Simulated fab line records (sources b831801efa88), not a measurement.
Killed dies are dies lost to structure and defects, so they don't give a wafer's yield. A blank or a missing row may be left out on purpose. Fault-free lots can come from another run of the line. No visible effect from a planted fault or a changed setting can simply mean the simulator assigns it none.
Chamber matching || flow sky130 || SKY_VIA2_CMP_02 on cmp-02: 4 sister chambers
The step polishes SiO2. 14 wafers are shown with their chamber, then 6 later ones without.

EACH WAFER AND ITS CHAMBER
{"wafer": "L781.2", "chamber": 3, "motor current A (A)": 12.1, "head pressure psi (psi)": 3.989, "platen rpm (rpm)": 60.06}
{"wafer": "L781.4", "chamber": 0, "motor current A (A)": 13.5, "head pressure psi (psi)": 4.008, "platen rpm (rpm)": 60.01}
{"wafer": "L781.6", "chamber": 0, "motor current A (A)": 14.1, "head pressure psi (psi)": 4.005, "platen rpm (rpm)": 59.96}
{"wafer": "L786.2", "chamber": 3, "motor current A (A)": 11.5, "head pressure psi (psi)": 4.014, "platen rpm (rpm)": 59.93}
{"wafer": "L786.3", "chamber": 1, "motor current A (A)": 11.7, "head pressure psi (psi)": 3.995, "platen rpm (rpm)": 59.96}
{"wafer": "L786.6", "chamber": 0, "motor current A (A)": 13.1, "head pressure psi (psi)": 4.006, "platen rpm (rpm)": 60.03}
{"wafer": "L788.3", "chamber": 1, "motor current A (A)": 12.4, "head pressure psi (psi)": 4.003, "platen rpm (rpm)": 59.96}
{"wafer": "L788.5", "chamber": 1, "motor current A (A)": 12.0, "head pressure psi (psi)": 3.995, "platen rpm (rpm)": 59.91}
{"wafer": "L788.6", "chamber": 2, "motor current A (A)": 14.5, "head pressure psi (psi)": 3.992, "platen rpm (rpm)": 60.06}
{"wafer": "L789.1", "chamber": 2, "motor current A (A)": 13.8, "head pressure psi (psi)": 3.993, "platen rpm (rpm)": 60.00}
{"wafer": "L789.2", "chamber": 0, "motor current A (A)": 13.0, "head pressure psi (psi)": 4.012, "platen rpm (rpm)": 59.96}
{"wafer": "L789.4", "chamber": 1, "motor current A (A)": 11.7, "head pressure psi (psi)": 4.006, "platen rpm (rpm)": 59.96}
{"wafer": "L793.1", "chamber": 1, "motor current A (A)": 12.3, "head pressure psi (psi)": 4.003, "platen rpm (rpm)": 59.95}
{"wafer": "L793.2", "chamber": 0, "motor current A (A)": 13.3, "head pressure psi (psi)": 4.007, "platen rpm (rpm)": 59.98}

SIGNATURES, as means of the wafers listed above
{"reading": "motor current A", "chamber 0": 13.400, "chamber 1": 12.020, "chamber 2": 14.150, "chamber 3": 11.800, "scatter within a chamber": 0.402}
{"reading": "head pressure psi", "chamber 0": 4.00760, "chamber 1": 4.00040, "chamber 2": 3.99250, "chamber 3": 4.00150, "scatter within a chamber": 0.00667}
{"reading": "platen rpm", "chamber 0": 59.9880, "chamber 1": 59.9480, "chamber 2": 60.0300, "chamber 3": 59.9950, "scatter within a chamber": 0.04}
Rule: for each reading, subtract the chamber's mean from the wafer's reading, divide by that reading's scatter and square the result; add these up over the readings and take the root, which gives the wafer's distance from the chamber. If the next closest chamber is less than 2 further off than the closest, the wafer can't be placed; otherwise it belongs to the closest. How the scatter is found: for the shown wafers, subtract from each reading the mean of its chamber, square and add these, divide the total by (wafers less chambers), then take the root.

WAFERS MISSING THEIR CHAMBER
{"wafer": "L793.3", "motor current A (A)": 13.7, "head pressure psi (psi)": 3.992, "platen rpm (rpm)": 59.96}
{"wafer": "L795.3", "motor current A (A)": 12.5, "head pressure psi (psi)": 3.991, "platen rpm (rpm)": 59.95}
{"wafer": "L795.4", "motor current A (A)": 13.2, "head pressure psi (psi)": 4.008, "platen rpm (rpm)": 59.98}
{"wafer": "L795.6", "motor current A (A)": 14.1, "head pressure psi (psi)": 4.002, "platen rpm (rpm)": 59.95}
{"wafer": "L797.2", "motor current A (A)": 12.4, "head pressure psi (psi)": 3.990, "platen rpm (rpm)": 59.98}
{"wafer": "L797.3", "motor current A (A)": 14.7, "head pressure psi (psi)": 3.991, "platen rpm (rpm)": 60.02}

WHICH CHAMBER EACH ONE RAN IN
{"wafer": "L793.3", "from the rows above": "can't be placed: 2 or 0", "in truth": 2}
{"wafer": "L795.3", "from the rows above": "can't be placed: 1 or 3 or 0", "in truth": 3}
{"wafer": "L795.4", "from the rows above": 0, "in truth": 0}
{"wafer": "L795.6", "from the rows above": "can't be placed: 0 or 2", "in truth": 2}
{"wafer": "L797.2", "from the rows above": "can't be placed: 1 or 3 or 0", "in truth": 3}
{"wafer": "L797.3", "from the rows above": 2, "in truth": 2}
Correct placement for 2 of the 6. Can't be placed from these rows: 4 (the true chamber is among the candidates in 4). Number placed wrongly: 0.
